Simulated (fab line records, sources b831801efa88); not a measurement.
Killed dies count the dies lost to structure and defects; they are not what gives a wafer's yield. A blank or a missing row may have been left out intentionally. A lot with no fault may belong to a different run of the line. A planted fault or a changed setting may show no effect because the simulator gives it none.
fab line records    flow sky130
[record] lots = 11  wafers = 33  lastDay = 50
route steps=708 shown LDD_LDN@296 SD_P@327 SD_N@350 PAD_OPEN@708
lots untouched by any fault: they come from a run of this same line in which no faults occurred
startH: hours from the record's opening day to when the first of the lot's shown wafers began    waitH: hours elapsed since this lot's preceding step    " repeats the value in the row above    L1.1+2: several wafers, shown together as one row    - no value, or no start was given    * or withheld: withheld    < > ~ a bound
route shown NAME@n: NAME is a module with steps in the file, n the number in the route of the first one    usual: the fault-free wafers' mean and standard deviation    same: alike in all rows    chamber/n: place in a boat    sites: readings site by site    _std_site: the values' standard deviation    _edge_site: inner sites' mean taken away from outer sites' mean    radiusMm: how far each site lies from the wafer's centre    mask NAME#n: copy n    behind: tool/chamber where the wafer was last shaped    hold: reason for holding the lot/hours on hold/outcome of the hold    device: transistor that didn't switch, given as n, p or np    end of line: the tests these same wafers got at the end of their route    for a step that has no rows: nothing shown but its recipe    killed: the dies lost at the first sort to structure and to defects; this is not the yield of the wafer    map: dies across one wafer; x = killed, . = not, _ = none there
set.NAME: the setting as run; set.NAME@STEP: as run at that earlier step    model.NAME: the simulator's own value behind a step, which no gauge read
one table for each step of the route and one row for each wafer, over a sample of lots
services: the hour from which a tool's chamber was out of use, counted from the record's first day as startH (under 0 if before that day), plus the number of hours and why
[[steps]]
[step SKY_LDD_LDN_OVL_MEAS_07]
[usual] LDD_LDN_OVL = -0.3/1.5
lot.wafer  tool        chamber  startH  waitH  LDD_LDN_OVL[nm]
L515.1     overlay-01  -        557.97  0.1    -1.0
L515.4     "           -        "       "      -0.1
L515.6     "           -        "       "      0.4
L517.2     overlay-01  -        578.44  0.1    -3.5
L517.3     "           -        "       "      -3.0
L517.5     "           -        "       "      -2.3
L518.1     overlay-01  -        579.07  0.1    -0.4
L518.3     "           -        "       "      -0.3
L518.6     "           -        "       "      -1.0
L520.2     overlay-02  -        606.43  0.1    0.3
L520.3     "           -        "       "      0.8
L520.5     "           -        "       "      0.5
L519.1     overlay-01  -        606.57  0.1    -0.5
L519.2     "           -        "       "      1.7
L519.5     "           -        "       "      0.3
L523.2     overlay-01  -        624.58  0.1    -0.9
L523.3     "           -        "       "      -2.3
L523.5     "           -        "       "      -0.1
L525.1     overlay-02  -        645.13  0.1    -0.9
L525.2     "           -        "       "      0.4
L525.6     "           -        "       "      -0.3
L529.2     overlay-01  -        668.03  0.1    1.3
L529.3     "           -        "       "      -0.7
L529.6     "           -        "       "      -0.2
L532.1     overlay-01  -        691.72  0.1    -0.9
L532.3     "           -        "       "      1.3
L532.5     "           -        "       "      -0.5
L533.1     overlay-01  -        702.78  0.1    -0.5
L533.3     "           -        "       "      -1.1
L533.4     "           -        "       "      0.2
L534.2     overlay-01  -        706.68  0.1    0.3
L534.4     "           -        "       "      0.0
L534.5     "           -        "       "      0.2
[step SKY_SD_P_CD_MEAS_07]
[recipe] targetCdNm = 380
[usual] cdNm = 380.0/2.4
lot.wafer  tool      chamber  startH  waitH  cdNm
L515.1     cdSem-02  -        619.14  0.1    382.7
L515.4     "         -        "       "      383.4
L515.6     "         -        "       "      382.8
L517.2     cdSem-01  -        635.73  0.1    376.0
L517.3     "         -        "       "      377.4
L517.5     "         -        "       "      377.1
L518.1     cdSem-01  -        638.51  0.1    377.9
L518.3     "         -        "       "      377.4
L518.6     "         -        "       "      378.2
L520.2     cdSem-02  -        678.19  0.1    381.9
L520.3     "         -        "       "      382.8
L520.5     "         -        "       "      383.1
L519.1     cdSem-02  -        678.82  0.1    381.2
L519.2     "         -        "       "      380.6
L519.5     "         -        "       "      382.7
L523.2     cdSem-01  -        684.35  0.1    382.6
L523.3     "         -        "       "      378.1
L523.5     "         -        "       "      380.1
L525.1     cdSem-01  -        703.51  0.2    381.8
L525.2     "         -        "       "      381.7
L525.6     "         -        "       "      383.0
L529.2     cdSem-01  -        726.14  0.1    377.5
L529.3     "         -        "       "      380.0
L529.6     "         -        "       "      378.9
L532.1     cdSem-02  -        748.97  0.1    379.8
L532.3     "         -        "       "      377.8
L532.5     "         -        "       "      376.9
L533.1     cdSem-02  -        760.18  0.1    378.4
L533.3     "         -        "       "      377.8
L533.4     "         -        "       "      376.9
L534.2     cdSem-02  -        763.75  0.1    385.5
L534.4     "         -        "       "      382.5
L534.5     "         -        "       "      386.0
[step SKY_SD_P_IMPLANT_09]
[recipe] species = BF2  energyKev = 20  doseCm2 = 3e+15  tiltDeg = 0
[usual] beamOnS = 13.8/0.62  doseIonsCm2 = 3e+15/3.7e+12  endStationPressureTorr = 1.39e-05/8.2e-07  faradayCurrentUA = 11901/500
[same] implantIonAmu = 49
lot.wafer  tool          chamber  startH  waitH  beamOnS  doseIonsCm2  endStationPressureTorr  faradayCurrentUA
L515.1     implanter-01  0        619.30  0.0    14.1     2.997e+15    1.48e-05                11631
L515.4     "             0        "       "      13.8     3.003e+15    1.45e-05                11928
L515.6     "             0        "       "      13.7     2.996e+15    1.39e-05                11920
L517.2     implanter-04  0        635.90  0.0    13.6     3.003e+15    1.54e-05                11974
L517.3     "             0        "       "      13.0     2.999e+15    1.51e-05                12513
L517.5     "             0        "       "      13.7     3.002e+15    1.32e-05                11944
L518.1     implanter-04  0        638.67  0.0    13.1     3.001e+15    1.47e-05                12429
L518.3     "             0        "       "      13.2     3.003e+15    1.37e-05                12326
L518.6     "             0        "       "      13.3     3.003e+15    1.41e-05                12344
L520.2     implanter-04  0        678.36  0.0    10.0     1.328e+15    1.09e-05                7266
L520.3     "             0        "       "      10.3     1.329e+15    1.15e-05                7120
L520.5     "             0        "       "      10.1     1.332e+15    1.05e-05                7269
L519.1     implanter-03  0        678.98  0.0    14.7     3e+15        1.32e-05                11197
L519.2     "             0        "       "      14.9     2.993e+15    1.32e-05                11110
L519.5     "             0        "       "      15.2     3.002e+15    1.33e-05                10715
L523.2     implanter-04  0        684.51  0.0    9.5      1.329e+15    1.16e-05                7664
L523.3     "             0        "       "      10.1     1.336e+15    1.1e-05                 7305
L523.5     "             0        "       "      9.8      1.333e+15    1.01e-05                7433
L525.1     implanter-03  0        703.67  0.0    14.8     2.995e+15    1.38e-05                11187
L525.2     "             0        "       "      15.2     2.987e+15    1.33e-05                10851
L525.6     "             0        "       "      15.1     2.999e+15    1.26e-05                10828
L529.2     implanter-01  0        726.31  0.0    13.9     3e+15        1.41e-05                11833
L529.3     "             0        "       "      13.7     3.004e+15    1.42e-05                11962
L529.6     "             0        "       "      13.8     2.994e+15    1.47e-05                11798
L532.1     implanter-01  0        749.13  0.0    13.9     3.004e+15    1.37e-05                11803
L532.3     "             0        "       "      13.8     2.998e+15    1.42e-05                11814
L532.5     "             0        "       "      14.3     2.998e+15    1.49e-05                11540
L533.1     implanter-04  0        760.33  0.0    13.1     2.999e+15    1.52e-05                12516
L533.3     "             0        "       "      13.9     2.993e+15    1.46e-05                11688
L533.4     "             0        "       "      13.4     2.996e+15    1.5e-05                 12105
L534.2     implanter-01  0        763.91  0.0    13.6     3.006e+15    1.36e-05                12045
L534.4     "             0        "       "      13.6     3.005e+15    1.39e-05                12027
L534.5     "             0        "       "      13.3     3.001e+15    1.33e-05                12276
[step SKY_SD_P_STRIP_10]
[recipe] chemistry = O2/N2  powerW = 1400  pressureMtorr = 1500  platenTempC = withheld  o2FlowSccm = 3000  n2FlowSccm = 300  overashFraction = 0.5
[usual] drypumpMotorCurrentA = 5.7/0.57  oesProductAu = 0.617/0.0041  stripTimeToEndpointS = 17.49/0.046
lot.wafer  tool            chamber  startH  waitH  drypumpMotorCurrentA  oesProductAu  rfHoursCounterH  stripTimeToEndpointS
L515.1     plasmaAsher-04  0        619.45  0.1    6.5                   0.620         95               17.61
L515.4     "               1        "       "      4.7                   0.621         -                17.58
L515.6     "               0        "       "      6.5                   0.618         -                17.60
L517.2     plasmaAsher-04  1        636.02  0.1    4.7                   0.615         96               17.47
L517.3     "               1        "       "      4.7                   0.617         -                17.51
L517.5     "               0        "       "      6.5                   0.612         -                17.50
L518.1     plasmaAsher-04  1        638.82  0.1    4.7                   0.615         97               17.55
L518.3     "               1        "       "      4.7                   0.614         -                17.51
L518.6     "               0        "       "      6.5                   0.616         -                17.49
L520.2     plasmaAsher-04  0        678.48  0.1    6.5                   0.654         101              15.95
L520.3     "               0        "       "      6.5                   0.649         -                15.95
L520.5     "               0        "       "      6.5                   0.661         -                15.93
L519.1     plasmaAsher-01  0        679.13  0.1    6.2                   0.621         51               17.49
L519.2     "               1        "       "      5.5                   0.615         51               17.49
L519.5     "               1        "       "      5.5                   0.616         -                17.53
L523.2     plasmaAsher-01  0        684.63  0.1    6.2                   0.656         52               16.01
L523.3     "               0        "       "      6.2                   0.650         -                16.03
L523.5     "               1        "       "      5.5                   0.650         -                15.97
L525.1     plasmaAsher-01  0        703.82  0.1    6.1                   0.618         54               17.51
L525.2     "               1        "       "      5.5                   0.614         54               17.48
L525.6     "               1        "       "      5.5                   0.614         -                17.45
L529.2     plasmaAsher-04  1        726.43  0.1    4.7                   0.617         106              17.48
L529.3     "               0        "       "      6.5                   0.608         -                17.49
L529.6     "               0        "       "      6.5                   0.614         -                17.45
L532.1     plasmaAsher-04  1        749.28  0.1    4.7                   0.609         1                17.47
L532.3     "               0        "       "      6.5                   0.626         -                17.51
L532.5     "               1        "       "      4.7                   0.614         -                17.49
L533.1     plasmaAsher-01  1        760.48  0.1    5.4                   0.622         59               17.56
L533.3     "               0        "       "      6.1                   0.617         -                17.55
L533.4     "               1        "       "      5.4                   0.619         -                17.57
L534.2     plasmaAsher-03  0        764.03  0.1    5.8                   0.617         93               17.47
L534.4     "               0        "       "      5.8                   0.614         -                17.47
L534.5     "               1        "       "      5.3                   0.611         -                17.45
[step SKY_SD_P_TW_MEAS_11]
[usual] SD_P_TW = 2861/27
lot.wafer  tool          chamber  startH  waitH  SD_P_TW
L515.1     filmMetro-04  -        619.55  0.1    2888
L515.4     "             -        "       "      2886
L515.6     "             -        "       "      2886
L517.2     filmMetro-04  -        636.13  0.1    2869
L517.3     "             -        "       "      2864
L517.5     "             -        "       "      2884
L518.1     filmMetro-04  -        638.92  0.1    2867
L518.3     "             -        "       "      2866
L518.6     "             -        "       "      2878
L520.2     filmMetro-01  -        678.59  0.1    2395
L520.3     "             -        "       "      2394
L520.5     "             -        "       "      2389
L519.1     filmMetro-01  -        679.23  0.1    2863
L519.2     "             -        "       "      2864
L519.5     "             -        "       "      2867
L523.2     filmMetro-03  -        684.74  0.1    2383
L523.3     "             -        "       "      2368
L523.5     "             -        "       "      2377
L525.1     filmMetro-01  -        703.92  0.1    2856
L525.2     "             -        "       "      2861
L525.6     "             -        "       "      2849
L529.2     filmMetro-04  -        726.54  0.1    2890
L529.3     "             -        "       "      2886
L529.6     "             -        "       "      2904
L532.1     filmMetro-03  -        749.38  0.1    2825
L532.3     "             -        "       "      2828
L532.5     "             -        "       "      2826
L533.1     filmMetro-04  -        760.58  0.1    2905
L533.3     "             -        "       "      2889
L533.4     "             -        "       "      2888
L534.2     filmMetro-03  -        764.14  0.1    2818
L534.4     "             -        "       "      2833
L534.5     "             -        "       "      2843
[step SKY_SD_N_OVL_MEAS_08]
[usual] SD_N_OVL = -0.3/1.4
lot.wafer  tool        chamber  startH  waitH  SD_N_OVL[nm]
L515.1     overlay-01  -        674.80  0.1    0.5
L515.4     "           -        "       "      -3.1
L515.6     "           -        "       "      0.6
L517.2     overlay-02  -        692.75  0.1    0.0
L517.3     "           -        "       "      -0.3
L517.5     "           -        "       "      -0.2
L518.1     overlay-02  -        694.35  0.1    1.9
L518.3     "           -        "       "      0.8
L518.6     "           -        "       "      0.7
L520.2     overlay-02  -        733.55  0.1    0.5
L520.3     "           -        "       "      -0.1
L520.5     "           -        "       "      0.1
L519.1     overlay-02  -        734.75  0.1    -0.1
L519.2     "           -        "       "      -2.9
L519.5     "           -        "       "      0.1
L523.2     overlay-01  -        740.50  0.1    1.0
L523.3     "           -        "       "      -0.6
L523.5     "           -        "       "      0.7
L525.1     overlay-01  -        758.80  0.1    -1.3
L525.2     "           -        "       "      -3.0
L525.6     "           -        "       "      -2.5
L529.2     overlay-01  -        781.25  0.1    1.0
L529.3     "           -        "       "      -0.9
L529.6     "           -        "       "      0.6
L532.1     overlay-02  -        802.15  0.1    -1.4
L532.3     "           -        "       "      1.4
L532.5     "           -        "       "      1.1
L533.1     overlay-02  -        814.55  0.1    -1.1
L533.3     "           -        "       "      -2.2
L533.4     "           -        "       "      -1.6
L534.2     overlay-01  -        816.95  0.1    -0.3
L534.4     "           -        "       "      0.6
L534.5     "           -        "       "      0.1
[step SKY_SD_N_RS_MEAS_17]
[recipe] thkMeasGauge = four-point-probe
[usual] SD_P_RS = 147.0/0.35
lot.wafer  tool          chamber  startH  waitH  SD_P_RS[ohm/sq]
L515.1     filmMetro-04  -        675.64  0.1    147.0
L515.4     "             -        "       "      147.1
L515.6     "             -        "       "      147.3
L517.2     filmMetro-03  -        693.60  0.1    147.5
L517.3     "             -        "       "      147.6
L517.5     "             -        "       "      147.1
L518.1     filmMetro-01  -        695.19  0.1    147.0
L518.3     "             -        "       "      146.8
L518.6     "             -        "       "      147.2
L520.2     filmMetro-01  -        734.45  0.1    163.0
L520.3     "             -        "       "      162.3
L520.5     "             -        "       "      162.7
L519.1     filmMetro-04  -        735.62  0.1    147.1
L519.2     "             -        "       "      147.7
L519.5     "             -        "       "      147.2
L523.2     filmMetro-04  -        741.41  0.1    163.3
L523.3     "             -        "       "      163.0
L523.5     "             -        "       "      162.9
L525.1     filmMetro-04  -        759.86  0.1    147.4
L525.2     "             -        "       "      147.0
L525.6     "             -        "       "      147.0
L529.2     filmMetro-01  -        782.11  0.1    146.9
L529.3     "             -        "       "      147.1
L529.6     "             -        "       "      147.2
L532.1     filmMetro-03  -        802.99  0.1    146.6
L532.3     "             -        "       "      146.8
L532.5     "             -        "       "      146.6
L533.1     filmMetro-01  -        815.39  0.1    146.7
L533.3     "             -        "       "      146.1
L533.4     "             -        "       "      146.2
L534.2     filmMetro-04  -        817.81  0.1    146.8
L534.4     "             -        "       "      146.9
L534.5     "             -        "       "      147.0
[step SKY_PAD_OPEN_PROBE_99]
[usual] killed_at_M0_to_M3 = 43/6.4  killed_at_M4_up = 2.9/1.7  killedAtContacts = 24/5  killedAtFrontEnd = 15/4  killedAtOther = 0.4/0.62  killedDies = 86/9.3  killedOpen = 47/6.8  killedShort = 38/5.8
[same] grossDies = 492  killedAtBackSide = 0
lot.wafer  tool       chamber  startH   waitH  killed_at_M0_to_M3  killed_at_M4_up  killedAtContacts  killedAtFrontEnd  killedAtOther  killedDies  killedOpen  killedShort
L515.1     prober-02  -        1097.74  0.1    43                  2                26                14                0              85          52          32
L515.4     prober-02  -        1097.89  0.2    44                  2                26                9                 2              83          47          36
L515.6     prober-02  -        1097.99  0.2    54                  1                33                29                0              117         62          52
L517.2     prober-02  -        1109.86  0.1    45                  2                25                13                0              85          42          43
L517.3     prober-02  -        1109.91  0.2    29                  4                16                16                0              65          33          31
L517.5     prober-02  -        1110.01  0.2    45                  4                23                21                0              93          44          48
L518.1     prober-01  -        1111.02  0.1    59                  2                23                10                1              95          47          48
L518.3     prober-01  -        1111.12  0.2    36                  2                23                17                0              78          38          40
L518.6     prober-01  -        1111.27  0.2    43                  3                18                18                3              85          49          36
L520.2     prober-02  -        1139.10  0.1    52                  1                26                13                1              93          52          40
L520.3     prober-02  -        1139.15  0.2    37                  1                22                14                0              74          42          32
L520.5     prober-02  -        1139.25  0.2    41                  2                31                14                0              88          57          31
L519.1     prober-02  -        1140.35  0.1    37                  4                23                19                0              83          42          39
L519.2     prober-02  -        1140.40  0.1    32                  6                25                6                 0              69          34          35
L519.5     prober-02  -        1140.55  0.2    55                  4                22                15                1              97          52          44
L523.2     prober-01  -        1144.85  0.1    49                  5                22                17                0              93          51          42
L523.3     prober-01  -        1144.90  0.2    35                  5                22                19                0              81          46          35
L523.5     prober-01  -        1145.00  0.2    44                  2                26                11                0              83          47          35
L525.1     prober-01  -        1155.81  0.1    42                  1                24                13                0              80          45          35
L525.2     prober-01  -        1155.86  0.1    53                  4                20                9                 0              86          53          33
L525.6     prober-01  -        1156.06  0.2    38                  3                27                16                0              84          43          41
L529.2     prober-02  -        1168.81  0.1    46                  2                31                12                0              91          54          37
L529.3     prober-02  -        1168.86  0.2    40                  4                27                12                1              84          48          36
L529.6     prober-02  -        1169.01  0.2    46                  2                21                17                0              86          45          40
L532.1     prober-02  -        1185.49  0.1    30                  1                17                13                0              61          38          23
L532.3     prober-02  -        1185.59  0.2    29                  3                25                19                1              77          40          37
L532.5     prober-02  -        1185.69  0.2    46                  2                29                21                0              98          58          40
L533.1     prober-01  -        1190.34  0.1    47                  4                28                12                0              91          51          39
L533.3     prober-01  -        1190.44  0.2    47                  2                22                15                0              86          44          41
L533.4     prober-01  -        1190.49  0.2    51                  3                28                12                0              94          47          47
L534.2     prober-02  -        1191.41  0.1    48                  4                25                14                1              92          57          35
L534.4     prober-02  -        1191.51  0.2    33                  0                23                22                0              78          38          38
L534.5     prober-02  -        1191.56  0.2    53                  4                30                15                1              103         49          54
// killed by level:class
L515.1 CONTACT:geometricParticle:open=13 VIA1:geometricParticle:open=10 FIELD_ISO:geometricParticle:open=7 LI_CONTACT:geometricParticle:open=6 METAL1:geometricParticle:short=6 METAL2:geometricParticle:short=6 VIA3:geometricParticle:open=6 CONTACT:geometricParticle:short=5
L515.4 CONTACT:geometricParticle:open=8 VIA1:geometricParticle:open=8 LOCAL_INTERCONNECT:geometricParticle:short=6 VIA3:geometricParticle:open=6 VIA2:geometricParticle:open=6 LI_CONTACT:geometricParticle:open=5 CONTACT:geometricParticle:short=5 POLY_GATE:geometricParticle:open=4
L515.6 VIA1:geometricParticle:open=13 CONTACT:geometricParticle:open=11 LOCAL_INTERCONNECT:geometricParticle:short=9 VIA3:geometricParticle:open=9 LI_CONTACT:geometricParticle:open=8 FIELD_ISO:geometricParticle:short=7 POLY_GATE:geometricParticle:open=7 METAL2:geometricParticle:short=6
L517.2 METAL2:geometricParticle:short=11 CONTACT:geometricParticle:open=10 VIA1:geometricParticle:open=9 LOCAL_INTERCONNECT:geometricParticle:short=6 FIELD_ISO:geometricParticle:short=5 POLY_GATE:geometricParticle:open=5 VIA2:geometricParticle:open=5 LI_CONTACT:geometricParticle:open=4
L517.3 VIA3:geometricParticle:open=9 CONTACT:geometricParticle:open=7 VIA1:geometricParticle:open=7 FIELD_ISO:geometricParticle:open=4 METAL2:geometricParticle:short=4 METAL3:geometricParticle:short=4 FIELD_ISO:geometricParticle:short=3 LI_CONTACT:geometricParticle:short=3
L517.5 VIA2:geometricParticle:open=8 METAL2:geometricParticle:short=8 VIA1:geometricParticle:open=8 LI_CONTACT:geometricParticle:open=6 CONTACT:geometricParticle:open=6 FIELD_ISO:geometricParticle:short=5 VIA3:geometricParticle:open=5 LOCAL_INTERCONNECT:geometricParticle:short=5
L518.1 VIA1:geometricParticle:open=14 LI_CONTACT:geometricParticle:open=9 METAL2:geometricParticle:short=8 METAL1:geometricParticle:short=7 VIA1:geometricParticle:short=7 VIA2:geometricParticle:open=7 CONTACT:geometricParticle:short=6 VIA3:geometricParticle:open=5
L518.3 VIA1:geometricParticle:open=8 VIA2:geometricParticle:open=8 LOCAL_INTERCONNECT:geometricParticle:short=6 CONTACT:geometricParticle:open=6 FIELD_ISO:geometricParticle:open=5 FIELD_ISO:geometricParticle:short=5 CONTACT:geometricParticle:short=5 METAL1:geometricParticle:short=4
L518.6 VIA1:geometricParticle:open=11 CONTACT:geometricParticle:open=7 METAL1:geometricParticle:short=7 POLY_GATE:geometricParticle:open=6 VIA3:geometricParticle:open=6 VIA2:geometricParticle:open=6 LI_CONTACT:geometricParticle:open=5 LOCAL_INTERCONNECT:geometricParticle:short=5
L520.2 VIA1:geometricParticle:open=15 CONTACT:geometricParticle:open=13 METAL2:geometricParticle:short=8 CONTACT:geometricParticle:short=7 METAL3:geometricParticle:short=7 VIA2:geometricParticle:open=6 FIELD_ISO:geometricParticle:open=5 VIA1:geometricParticle:short=4
L520.3 LI_CONTACT:geometricParticle:open=8 CONTACT:geometricParticle:open=8 METAL1:geometricParticle:short=7 FIELD_ISO:geometricParticle:open=5 VIA1:geometricParticle:open=5 VIA1:geometricParticle:short=5 VIA2:geometricParticle:open=5 VIA3:geometricParticle:open=5
L520.5 CONTACT:geometricParticle:open=12 VIA3:geometricParticle:open=9 VIA1:geometricParticle:open=9 LI_CONTACT:geometricParticle:open=8 POLY_GATE:geometricParticle:open=5 CONTACT:geometricParticle:short=5 METAL1:geometricParticle:short=4 VIA1:geometricParticle:short=4
L519.1 CONTACT:geometricParticle:open=8 VIA3:geometricParticle:open=8 LOCAL_INTERCONNECT:geometricParticle:short=6 METAL1:geometricParticle:short=6 POLY_GATE:geometricParticle:short=5 VIA2:geometricParticle:open=5 FIELD_ISO:geometricParticle:open=4 LI_CONTACT:geometricParticle:open=4
L519.2 CONTACT:geometricParticle:open=10 LOCAL_INTERCONNECT:geometricParticle:short=7 VIA1:geometricParticle:open=6 VIA2:geometricParticle:open=6 VIA1:geometricParticle:short=4 METAL2:geometricParticle:short=4 VIA3:geometricParticle:open=4 CONTACT:geometricParticle:short=3
L519.5 VIA1:geometricParticle:open=11 LI_CONTACT:geometricParticle:open=10 VIA2:geometricParticle:open=10 VIA1:geometricParticle:short=8 FIELD_ISO:geometricParticle:short=5 CONTACT:geometricParticle:open=5 CONTACT:geometricParticle:short=5 METAL2:geometricParticle:short=5
L523.2 VIA1:geometricParticle:open=13 CONTACT:geometricParticle:open=10 LI_CONTACT:geometricParticle:open=9 METAL1:geometricParticle:short=8 METAL2:geometricParticle:short=8 VIA3:geometricParticle:open=6 POLY_GATE:geometricParticle:short=5 METAL4:geometricParticle:short=5
L523.3 LI_CONTACT:geometricParticle:open=8 CONTACT:geometricParticle:open=8 VIA1:geometricParticle:short=8 FIELD_ISO:geometricParticle:open=6 VIA1:geometricParticle:open=6 POLY_GATE:geometricParticle:open=5 VIA2:geometricParticle:open=5 FIELD_ISO:geometricParticle:short=4
L523.5 VIA1:geometricParticle:open=10 CONTACT:geometricParticle:open=9 LI_CONTACT:geometricParticle:open=7 VIA2:geometricParticle:open=7 METAL2:geometricParticle:short=5 VIA3:geometricParticle:open=5 CONTACT:geometricParticle:short=4 VIA2:geometricParticle:short=4
L525.1 VIA2:geometricParticle:open=10 CONTACT:geometricParticle:open=9 METAL1:geometricParticle:short=7 VIA1:geometricParticle:open=7 METAL3:geometricParticle:short=7 VIA3:geometricParticle:open=6 LI_CONTACT:geometricParticle:open=5 LOCAL_INTERCONNECT:geometricParticle:short=5
L525.2 VIA1:geometricParticle:open=13 VIA3:geometricParticle:open=10 CONTACT:geometricParticle:open=10 METAL2:geometricParticle:short=8 VIA2:geometricParticle:open=7 VIA3:geometricParticle:short=5 POLY_GATE:geometricParticle:open=3 LI_CONTACT:geometricParticle:open=3
L525.6 CONTACT:geometricParticle:open=10 LI_CONTACT:geometricParticle:open=7 FIELD_ISO:geometricParticle:open=6 VIA1:geometricParticle:short=6 VIA2:geometricParticle:open=5 CONTACT:geometricParticle:short=5 VIA1:geometricParticle:open=5 VIA3:geometricParticle:open=5
L529.2 VIA1:geometricParticle:open=14 CONTACT:geometricParticle:open=9 METAL2:geometricParticle:short=8 FIELD_ISO:geometricParticle:open=6 LI_CONTACT:geometricParticle:open=6 LOCAL_INTERCONNECT:geometricParticle:short=6 CONTACT:geometricParticle:short=6 METAL1:geometricParticle:short=6
L529.3 VIA1:geometricParticle:open=13 METAL1:geometricParticle:short=9 CONTACT:geometricParticle:open=8 LI_CONTACT:geometricParticle:open=7 LI_CONTACT:geometricParticle:short=5 CONTACT:geometricParticle:short=5 VIA3:geometricParticle:open=4 FIELD_ISO:geometricParticle:open=3
L529.6 VIA1:geometricParticle:open=12 CONTACT:geometricParticle:short=7 METAL2:geometricParticle:short=7 POLY_GATE:geometricParticle:open=5 CONTACT:geometricParticle:open=5 VIA2:geometricParticle:short=4 VIA2:geometricParticle:open=4 VIA3:geometricParticle:open=4
L532.1 CONTACT:geometricParticle:open=8 VIA1:geometricParticle:open=6 VIA2:geometricParticle:open=6 VIA3:geometricParticle:open=5 FIELD_ISO:geometricParticle:short=4 LOCAL_INTERCONNECT:geometricParticle:short=4 FIELD_ISO:geometricParticle:open=3 METAL1:geometricParticle:short=3
L532.3 CONTACT:geometricParticle:open=12 VIA1:geometricParticle:open=7 CONTACT:geometricParticle:short=5 LI_CONTACT:geometricParticle:open=4 METAL1:geometricParticle:short=4 VIA3:geometricParticle:open=4 FIELD_ISO:geometricParticle:short=3 FIELD_ISO:geometricParticle:open=3
L532.5 VIA1:geometricParticle:open=14 CONTACT:geometricParticle:open=11 VIA1:geometricParticle:short=7 VIA2:geometricParticle:open=7 FIELD_ISO:geometricParticle:short=6 CONTACT:geometricParticle:short=6 FIELD_ISO:geometricParticle:open=5 VIA3:geometricParticle:open=5
L533.1 CONTACT:geometricParticle:open=12 VIA1:geometricParticle:open=10 VIA2:geometricParticle:open=9 LI_CONTACT:geometricParticle:open=7 CONTACT:geometricParticle:short=5 VIA1:geometricParticle:short=5 VIA3:geometricParticle:open=5 VIA3:geometricParticle:short=4
L533.3 VIA1:geometricParticle:open=15 CONTACT:geometricParticle:open=7 VIA3:geometricParticle:open=7 VIA2:geometricParticle:open=7 CONTACT:geometricParticle:short=6 FIELD_ISO:geometricParticle:short=5 LI_CONTACT:geometricParticle:open=5 METAL2:geometricParticle:short=5
L533.4 LI_CONTACT:geometricParticle:open=9 VIA3:geometricParticle:short=7 CONTACT:geometricParticle:open=7 CONTACT:geometricParticle:short=7 VIA1:geometricParticle:open=7 VIA2:geometricParticle:open=7 METAL2:geometricParticle:short=6 VIA1:geometricParticle:short=5
L534.2 CONTACT:geometricParticle:open=14 VIA1:geometricParticle:open=13 VIA2:geometricParticle:open=8 VIA2:geometricParticle:short=6 LI_CONTACT:geometricParticle:open=6 VIA3:geometricParticle:open=5 POLY_GATE:geometricParticle:short=4 METAL1:geometricParticle:short=4
L534.4 VIA1:geometricParticle:open=10 CONTACT:geometricParticle:open=9 POLY_GATE:geometricParticle:short=6 METAL1:geometricParticle:short=6 VIA1:geometricParticle:short=5 CONTACT:geometricParticle:short=5 FIELD_ISO:geometricParticle:short=4 POLY_GATE:geometricParticle:open=4
L534.5 VIA1:geometricParticle:open=15 METAL1:geometricParticle:short=8 VIA2:geometricParticle:open=8 LI_CONTACT:geometricParticle:open=7 LOCAL_INTERCONNECT:geometricParticle:short=7 CONTACT:geometricParticle:open=7 VIA2:geometricParticle:short=7 LI_CONTACT:geometricParticle:short=6
[[services]]
tool            chamber  startH  hours  kind
implanter-03    -        606.03  4.0    pm
plasmaAsher-01  -        606.77  4.9    repair
plasmaAsher-03  -        632.64  8.8    repair
implanter-04    -        633.05  2.7    repair
implanter-03    -        644.25  3.0    pm
plasmaAsher-03  -        654.59  32.7   pm
implanter-04    -        671.57  1.9    repair
implanter-03    -        682.32  4.1    repair
plasmaAsher-04  -        683.13  2.8    pm
plasmaAsher-04  -        733.75  9.0    pm
plasmaAsher-04  0        733.75  9.0    ventCycle
plasmaAsher-04  1        733.75  9.0    ventCycle
plasmaAsher-04  0        742.75  -      clean
plasmaAsher-04  1        742.75  -      clean
implanter-04    -        743.38  3.5    repair
implanter-04    -        746.90  4.0    pm
[[key]]
[firstSign] step = SKY_SD_P_IMPLANT_09  reading = doseIonsCm2  direction = down  sigmas = 99+  usual = *  struck = *
[effect] step = SKY_SD_P_IMPLANT_09  reading = faradayCurrentUA  direction = down  sigmas = 9.1  usual = 11901  struck = 7343
[effect] step = SKY_SD_P_STRIP_10  reading = stripTimeToEndpointS  direction = down  sigmas = 33  usual = *  struck = *
[effect] step = SKY_SD_P_TW_MEAS_11  reading = SD_P_TW  direction = down  sigmas = 18  usual = 2861  struck = 2384
[effect] step = SKY_SD_N_RS_MEAS_17  reading = SD_P_RS  direction = up  sigmas = 45  usual = 147.0  struck = 162.9
metAt SKY_SD_P_IMPLANT_09
struckLots L520,L523
testerLeftOut L520,L523
notActingAt SKY_LDD_LDN_OVL_MEAS_07,SKY_SD_P_CD_MEAS_07,SKY_SD_N_OVL_MEAS_08
onsetBetween 638.67 678.36
[fault] kind = processParameterDrift  tool = implanter-04  chamber = -  onsetH = 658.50  steps = SKY_SD_P_IMPLANT_09  channel = doseCm2  offset = *  shape = step  endH = 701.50  actsIn = *  stated = *
// testerLeftOut: of these lots the tester's yield and bins aren't shown, on N5 and GAA mostly nor the transistor test; their killed dies are dies lost to structure and defects alone, not to doping, threshold or leakage, so they don't give the yield
